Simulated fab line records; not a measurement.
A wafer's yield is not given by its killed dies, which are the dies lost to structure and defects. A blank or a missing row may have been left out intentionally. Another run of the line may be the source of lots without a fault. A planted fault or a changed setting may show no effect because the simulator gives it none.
A lot that was struck, set against a sound lot | flow sfq line | 18 out of 325 route steps
Sound: these wafers, L491.2, L491.4, L491.5. Struck: wafers L502.1, L502.4 (left out: L502.5, a lot-mate that was not struck); the cause follows at the end.
At each step with rows: each side's tool, then ch and its chambers, then its first start. Under that, the readings that differ: sound wafers | struck wafers | difference of the means | sigmas: that difference in standard deviations of wafers without a fault.
alike: a reading whose means differ by less than 2 such deviations, as well as words and numbers matching on both sides. not compared: withheld readings; readings where some wafer has no value; bounds like >300 that might hide an equal value; numbers whose values overlap and for which the record gives no deviation.
Wherever a step has rows on one side only, a row that says differs or no value, or a row with sigmas, the two part there. Non-overlapping numbers with no deviation appear without sigmas and do not part them. A reading that every wafer of one side lacks parts them only if that side has two wafers or more.

first, 2 steps without rows for these wafers: SFQ_TRILAYER_I4_VIA_STRIP_SOLV_CLEAN_108 (cleans in NMP, time 600 s); SFQ_TRILAYER_JJ_TRILAYER_DEP_PRE_CLEAN_113 (time 22.5 s).
SFQ_TRILAYER_JJ_TRILAYER_DEP_SPUTTER_109: material Nb, target thk 150 nm, time 100 s.
  sound on pvd sputter-06, day 44 04:53; struck on pvd sputter-05, day 50 17:34
  alike: throttle valve pct
SFQ_TRILAYER_JJ_TRILAYER_DEP_SPUTTER_110: material Al, target thk 8 nm, time 10 s.
  sound on pvd sputter-06, day 44 04:58; struck on pvd sputter-05, day 50 17:38
  alike: throttle valve pct
then, 1 step without rows for these wafers: SFQ_TRILAYER_JJ_TRILAYER_DEP_AL_OXIDATION_111 (oxidation time 600 s).
SFQ_TRILAYER_JJ_TRILAYER_DEP_SPUTTER_112: material Nb, target thk 170 nm, time 113.3 s.
  sound on pvd sputter-06, day 44 05:59; struck on pvd sputter-05, day 50 18:39
  alike: throttle valve pct
SFQ_JJ_RS_MEAS_929: measures by four-point-probe.
  sound on film metro-02, day 44 06:05; struck on film metro-03, day 50 18:44
  alike: JJ_NB_RS
then, 4 steps without rows for these wafers: SFQ_TRILAYER_JJ_CE_LITHO_COAT_119 (resist thk 62 nm); SFQ_TRILAYER_JJ_CE_LITHO_COAT_114 (resist thk 600 nm); SFQ_TRILAYER_JJ_CE_LITHO_SOFTBAKE_118; SFQ_TRILAYER_JJ_CE_LITHO_EXPOSE_115 (exposes mask J5, target cd 700 nm).
-- the record jumps here: 5 days lie between the struck wafers' starts before and after --
SFQ_TRILAYER_JJ_CE_LITHO_PEB_117: peb time 60 s.
  sound on litho track-01 ch 0, day 49 12:05; struck on litho track-04 ch 0, day 56 01:49
then, 1 step without rows for these wafers: SFQ_TRILAYER_JJ_CE_LITHO_DEVELOP_116 (time 60 s).
SFQ_JJ_OVL_MEAS_931:
  sound on overlay-02, day 49 12:22; struck on overlay-01, day 56 02:07
  reading     | sound       | struck | difference | sigmas
  J5_OVL (nm) | -11 -13 -16 | 0 -3   | +12        | +2
SFQ_TRILAYER_JJ_CE_METRO_MEASURE_117:
  sound on cd sem-01, day 49 12:36; struck on cd sem-01, day 56 03:31
  reading    | sound             | struck      | difference | sigmas
  cd nm (nm) | 700.4 701.4 701.4 | 672.3 671.0 | -29.4      | -25
SFQ_TRILAYER_JJ_CE_BARC_OPEN_RIE_150: chemistry O2, target BARC, target depth 240 nm, time 80 s.
  sound on rie metal-02 ch 1, day 49 13:38; struck on rie metal-01 ch 0,1, day 56 09:40
  reading             | sound           | struck    | difference | sigmas
  model.JJ.cd nm (nm) | 700.2 702 701.4 | 672 670.1 | -30        |
  alike: chamber pressure mTorr, drypump motor current A, oes product au
  not compared: rf hours counter h
SFQ_TRILAYER_JJ_CE_ETCH_RIE_118: chemistry SF6, target Nb, stops on Al2O3, time 97.7 s, target depth 170 nm.
  sound on rie metal-02 ch 1, day 49 13:49; struck on rie metal-01 ch 0,1, day 56 09:46
  reading                        | sound               | struck      | difference | sigmas
  chamber pressure mTorr (mTorr) | 9.992 10.007 10.006 | 9.984 9.983 | -0.018     | -2
  model.JJ.cd nm (nm)            | 700.5 701.6 702.1   | 672.5 669.6 | -30.4      |
  alike: drypump motor current A, oes product au
  not compared: rf hours counter h
then, 1 step without rows for these wafers: SFQ_TRILAYER_JJ_ANODIZE_ANODIZE_119.

## WHERE THEY PART
Last at SFQ_TRILAYER_JJ_CE_ETCH_RIE_118 as far as this record goes, first at SFQ_JJ_OVL_MEAS_931.

WHY: the cause the simulator had injected
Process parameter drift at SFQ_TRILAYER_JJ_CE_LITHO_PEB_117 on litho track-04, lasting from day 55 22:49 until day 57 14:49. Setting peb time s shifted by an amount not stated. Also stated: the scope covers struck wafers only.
